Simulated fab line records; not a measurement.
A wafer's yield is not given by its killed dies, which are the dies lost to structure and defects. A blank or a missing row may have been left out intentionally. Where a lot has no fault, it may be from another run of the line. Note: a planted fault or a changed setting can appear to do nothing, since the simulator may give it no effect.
8D (eight disciplines) problem report, filled in by code + flow sky130 + the parts of the form that need people (team, actions taken, sign-off) are left out

== 1. PROBLEM STATEMENT ==
CAP2M_CVD_00_THK at SKY_CAP2M_THK_MEAS_01 reads a mean of 14.43 nm on 1 wafer of 1 lot; wafers without a fault read 15.47 nm with a standard deviation of 0.22. Measured from the usual mean, that is -4.7 standard deviations.
Earliest sighting: wafer L174.5 on film metro-01 at day 45 23:47. Wafers with a number at this step in the record: 32, from 11 lots. The rule behind "out" and "out of limits": a value lying over 4 standard deviations away from the usual mean. Any other wafer with a number is counted as sound.

== 2. WHAT IT IS, WHAT IT ISN'T ==
| question                    | is                | is not                                                     |
|-----------------------------|-------------------|------------------------------------------------------------|
| which readings at this step | CAP2M_CVD_00_THK  | -                                                          |
| which lots                  | L174              | L154, L156, L157, L160, L161, L162, L164, L165, L166, L168 |
| which wafers of those lots  | L174.5            | L174.4                                                     |
| read on which gauges        | film metro-01     | film metro-04                                              |
| when                        | from day 45 23:47 | up to then (31 sound wafers)                               |

== 3. THE SUSPECTS, EACH WITH WHAT RULES IT OUT ==
Counting: if a tool at a process step up to the reading ran every lot that is out, it stays a suspect. Sound lots after the first of them don't rule it out here, since some wafers of a struck lot are sound.
- the gauge at SKY_CAP2M_THK_MEAS_01: kept. All the wafers that are out were read on film metro-01, and no step on other tools shows them out.
- cmp-01 at SKY_VIA3_CMP_02 (polishes SiO2): kept. L174, the lot that is out, went through it at day 44 22:50; up to then, the latest sound lot through it was L168 at day 43 21:49.
- pecvd-03 at SKY_CAP2M_CVD_00 (deposits SiO2, target thk 15.5 nm): kept. L174, the lot that is out, went through it at day 45 23:45; up to then, the latest sound lot through it was L168 at day 44 20:21.
- The sound lot-mates ran in chamber 2 of cmp-01 at SKY_VIA3_CMP_02, but the wafers that are out ran in chamber 1.
- The sound lot-mates ran in chamber 2 of pecvd-03 at SKY_CAP2M_CVD_00, but the wafers that are out ran in chamber 1.
The count leaves cmp-01 at SKY_VIA3_CMP_02, pecvd-03 at SKY_CAP2M_CVD_00, and film metro-01 at SKY_CAP2M_THK_MEAS_01.

== 4. THE CAUSE (what the simulator had put in) ==
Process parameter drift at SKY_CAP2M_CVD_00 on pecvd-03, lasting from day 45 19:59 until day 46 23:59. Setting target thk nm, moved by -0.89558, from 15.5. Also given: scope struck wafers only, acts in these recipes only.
Of the 3 suspects that counting leaves, this tool is one.

== 5. SEQUENCE OF EFFECTS, ordered by route ==
One row per reading whose mean, taken over the struck wafers that have a number, lies over 3 standard deviations from the usual. Readings are gone through only where the record gives a usual standard deviation; hours: the median, over the lots, of the time from a lot's start at the first step in this table giving one to that lot's start at this step; sigmas: the change measured in usual standard deviations.
| hours | step                  | reading          | usual      | on struck wafers | change | sigmas |
|-------|-----------------------|------------------|------------|------------------|--------|--------|
| 0     | SKY_CAP2M_THK_MEAS_01 | CAP2M_CVD_00_THK | 15.47 nm   | 14.43            | -1.04  | -4.7   |
| 41    | SKY_METAL4_ETCH_17    | oes product au   | 0.754 a.u. | 0.731            | -0.023 | -3.2   |
Here are the process steps it includes:
- SKY_METAL4_ETCH_17: etches SiO2 in C4F8/O2/Ar, stops on TiN, time 3.9 s, target depth 15 nm.
At these later measuring or inspecting steps, every struck wafer for which the step has a row has a number for every such reading, and none has moved that far: SKY_CAP2M_THK_MEAS_04.

== 6. HOW IT WOULD HAVE BEEN CAUGHT EARLIER ==
Counted from the fault's start at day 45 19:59, it took 4 hours until the first out-of-limits reading at a measuring or inspecting step in this record, taken at day 45 23:47.
No tool reading at SKY_CAP2M_CVD_00 that has a usual standard deviation in the record was out on any struck wafer, so an alarm limit of 4 standard deviations on those readings would not have fired.
All the lots that are out (1) had begun SKY_CAP2M_CVD_00 on pecvd-03 by day 45 23:47. Holding the tool at that point would not have protected any of them.
